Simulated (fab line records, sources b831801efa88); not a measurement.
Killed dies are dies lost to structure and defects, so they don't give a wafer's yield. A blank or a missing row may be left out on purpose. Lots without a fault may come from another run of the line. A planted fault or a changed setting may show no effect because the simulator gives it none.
A struck lot beside a sound one | flow sky130 | 18 steps out of a route of 708
Sound: wafers L682.1, L682.2, L682.6. Struck: wafers L688.2, L688.6. (L688.5 of the same lot was not struck and is left out.) The cause comes at the end.
At each step with rows: each side's tool, then ch and its chambers, then its first start. Under that, the readings that differ: sound wafers | struck wafers | difference of the means | sigmas: that difference in standard deviations of wafers without a fault.
alike: readings whose means differ by less than 2 such deviations, and words and numbers that are the same on both sides. not compared: withheld readings, readings that some wafer has no value for, bounds like >300 that may hide the same value, and numbers for which the record gives no deviation and whose values overlap.
The two part at a step that has a row with sigmas, a row that says differs or no value, or rows on one side only. Numbers that don't overlap but have no deviation are shown without sigmas and don't part them. A reading that every wafer of one side lacks parts them only if that side has two wafers or more.

first, 3 steps without rows for these wafers: SKY_VIA2_EXPOSE_09 (exposes mask VIM2, target cd 200 nm); SKY_VIA2_PEB_10; SKY_VIA2_DEVELOP_11 (develop time 60 s).
SKY_VIA2_CD_MEAS_12: target cd 200 nm.
  sound on cd_sem-01, day 37 11:58; struck on cd_sem-02, day 39 04:18
  reading    | sound             | struck      | difference | sigmas
  cd_nm (nm) | 203.8 202.4 202.0 | 198.4 200.6 | -3.2       | -3
SKY_VIA2_OVL_MEAS_13:
  sound on overlay-01, day 37 12:05; struck on overlay-02, day 39 04:25
  reading       | sound   | struck | difference | sigmas
  VIA2_OVL (nm) | 8 14 11 | -6 -6  | -17        | -3
SKY_VIA2_ETCH_14: etches BARC in N2/H2, stops on SiO2, time 45.9 s, target depth 60 nm.
  sound on rie_diel-04 ch 1,3, day 37 12:07; struck on rie_diel-04 ch 1,2, day 39 04:26
  alike: drypump_motor_current_A, oes_product_au, rf_fwd_power_W, throttle_valve_pct
  not compared: rf_hours_counter_h
SKY_VIA2_ETCH_15: etches SiO2 in C4F8/O2/Ar, stops on TiN, target depth 546 nm, time 84 s.
  sound on rie_diel-04 ch 1,3, day 37 12:10; struck on rie_diel-04 ch 1,2, day 39 04:29
  alike: oes_product_au, rf_fwd_power_W
  not compared: rf_hours_counter_h
SKY_VIA2_STRIP_16: strips in O2/N2.
  sound on plasma_asher-02 ch 0,1, day 37 12:13; struck on plasma_asher-04 ch 0,1, day 39 04:32
  alike: drypump_motor_current_A, oes_product_au, strip_time_to_endpoint_s
  not compared: rf_hours_counter_h
then, 3 steps without rows for these wafers: SKY_VIA2_STRIP_17 (strips in post etch residue remover, time 1200 s); SKY_VIA2_CLEAN_18 (cleans in IPA, time 180 s); SKY_VIA2_CLEAN_19 (cleans in O3/DIW).
SKY_VIA2_SPUTTER_20: material TiN, target thk 20 nm, time 80 s.
  sound on pvd_sputter-03, day 37 12:49; struck on pvd_sputter-01, day 39 05:08
  alike: throttle_valve_pct
SKY_VIA2_CVD_21: deposits W, target thk 420 nm, time 126.4 s.
  sound on cvd_w-01 ch 0,1, day 37 12:52; struck on cvd_w-02 ch 0, day 39 05:11
  reading                            | sound             | struck      | difference | sigmas
  model.W_of_VIA2_CVD_21.thk_nm (nm) | 416.4 408.1 419.5 | 607.3 604.3 | +191.1     |
  alike: heater_power_w
SKY_VIA2_RS_MEAS_22: measures by four-point-probe.
  sound on film_metro-01, day 37 13:00; struck on film_metro-04, day 39 05:38
  reading            | sound             | struck      | difference | sigmas
  VIA2_W_RS (ohm/sq) | 0.276 0.281 0.273 | 0.188 0.189 | -0.088     | -25
  not compared: hold
SKY_VIA2_THK_MEAS_23: measures by xrf.
  sound on film_metro-01, day 37 13:07; struck on film_metro-04, day 39 07:20
  reading         | sound       | struck | difference                    | sigmas
  VIA2_W_THK (nm) | 400 395 403 | - -    | no value on the struck wafers |
  not compared: hold
SKY_VIA2_CMP_24: polishes, stops on SiO2, t overpolish 18.53 s, target thk 0 nm.
  sound on cmp-02 ch 0,2,3, day 37 13:17; struck on cmp-01 ch 2,3, day 39 14:01
  reading                | sound       | struck                                            | difference                   | sigmas
  hold                   | - - -       | await_dispo/6.4h/release await_dispo/6.4h/release | no value on the sound wafers |
  time_to_endpoint_s (s) | 101 103 101 | 134 154                                           | +42                          | +8
  alike: motor_current_A
SKY_METAL3_SPUTTER_00: material Ti, target thk 15 nm, time 10 s.
  sound on pvd_sputter-02, day 37 13:29; struck on pvd_sputter-02, day 39 14:16
  alike: throttle_valve_pct
-- the record jumps here: 9 days lie between the struck wafers' starts before and after (it left off in module METAL3 and takes up again in module PAD_OPEN, whose first step shown is number 708 of the route) --
SKY_PAD_OPEN_PROBE_99:
  sound on prober-02, day 46 18:56; struck on prober-02, day 48 03:26
  reading                           | sound                         | struck             | difference | sigmas
  killed_at_M0_to_M3                | 38 34 41                      | 52 54              | +15        | +2
  model.etest.nfet_16v.r_on_ohm_um  | 1.388e+04 1.408e+04 1.385e+04 | 1.428e+04 1.42e+04 | +3.033e+02 |
  model.etest.tip_sonos.rs_ohm_sq   | 2615 2621 2608                | 2640 2630          | +20        |
  model.etest.tip_p.rs_ohm_sq       | 6947 6891 7028                | 6687 6664          | -280       |
  model.etest.pfet_01v8.r_on_ohm_um | 2878 2904 2848                | 2800 2798          | -78        |
  alike: killed_at_M4_up, killed_at_contacts, killed_at_front_end, killed_at_other, killed_dies, killed_open, killed_short
  not compared: model.etest.pfet_16v.r_on_ohm_um, model.etest.pfet_g5v0d10v5.r_on_ohm_um, model.etest.nfet_g5v0d10v5.r_on_ohm_um, model.etest.nfet_g5v0d10v5.drive_ua_um

WHERE THEY PART
First at SKY_VIA2_CD_MEAS_12; last, within this record, at SKY_PAD_OPEN_PROBE_99.

WHY: what the simulator had put in
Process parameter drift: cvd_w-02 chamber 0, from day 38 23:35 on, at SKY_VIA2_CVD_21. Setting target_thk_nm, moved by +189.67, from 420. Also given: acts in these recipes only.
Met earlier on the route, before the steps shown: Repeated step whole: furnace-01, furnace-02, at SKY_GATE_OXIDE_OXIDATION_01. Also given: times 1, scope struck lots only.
